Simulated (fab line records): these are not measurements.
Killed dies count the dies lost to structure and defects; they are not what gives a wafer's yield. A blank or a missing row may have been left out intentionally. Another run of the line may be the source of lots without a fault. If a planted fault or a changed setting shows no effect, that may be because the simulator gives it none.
The tool behind it: which one? ; flow sky130 ; Sampling: 6 lots, 18 wafers, 2 of 708 route steps

WHAT THE GAUGES SHOWED, per wafer
SKY_LDD_N_OVL_MEAS_07.
lot;measured;on;LDD_N_OVL (nm)
L376;day 19 10:01;overlay-02;1.1 0.6 1.0
L381;day 20 09:23;overlay-01;2.5 1.2 1.4
L385;day 20 12:50;overlay-01;-1.0 -2.2 -3.3
L389;day 26 14:55;overlay-01;1.3 2.4 3.1
L393;day 27 09:47;overlay-02;-2.8 0.6 0.0
L397;day 27 18:47;overlay-01;-1.0 -0.3 -2.7

WHICH TOOL RAN EACH LOT (tool, then ch and the chambers of the sampled wafers, then the start)
lot;SKY_POLY_GATE_ETCH_15
L376;rie-diel-04 ch 1,2, day 17 22:57
L381;rie-diel-01 ch 0,2, day 18 23:54
L385;rie-diel-03 ch 1,2, day 19 02:57
L389;rie-diel-03 ch 0,1,3, day 25 06:36
L393;rie-diel-04 ch 1,2,3, day 26 02:53
L397;rie-diel-03 ch 0,1,3, day 26 11:45
- SKY_POLY_GATE_ETCH_15: etches BARC in N2/H2, stops on SiO2, time 118.5 s, target depth 110 nm.

THE ANSWER, worked out from the rows above alone
Rule: the lots themselves supply what counts as usual. The widest of any qualifying gaps counts: lots, ordered by their means at a reading, are off when they make up no more than a third of the lots, leave a main group of 4 or more, and stand apart from it by 3 or more times the standard deviation of that group's means. A main group is skipped when, at the precision printed for the reading in the tables above, its means are all equal. A lot without any number at a reading at which 4 lots or more have one is off too. Where the step has rows for the other lots, those lots are counted as sound.
No lot is off on any of the readings shown, so nothing can be concluded from this.

WHAT THE SIMULATOR HAD INSERTED
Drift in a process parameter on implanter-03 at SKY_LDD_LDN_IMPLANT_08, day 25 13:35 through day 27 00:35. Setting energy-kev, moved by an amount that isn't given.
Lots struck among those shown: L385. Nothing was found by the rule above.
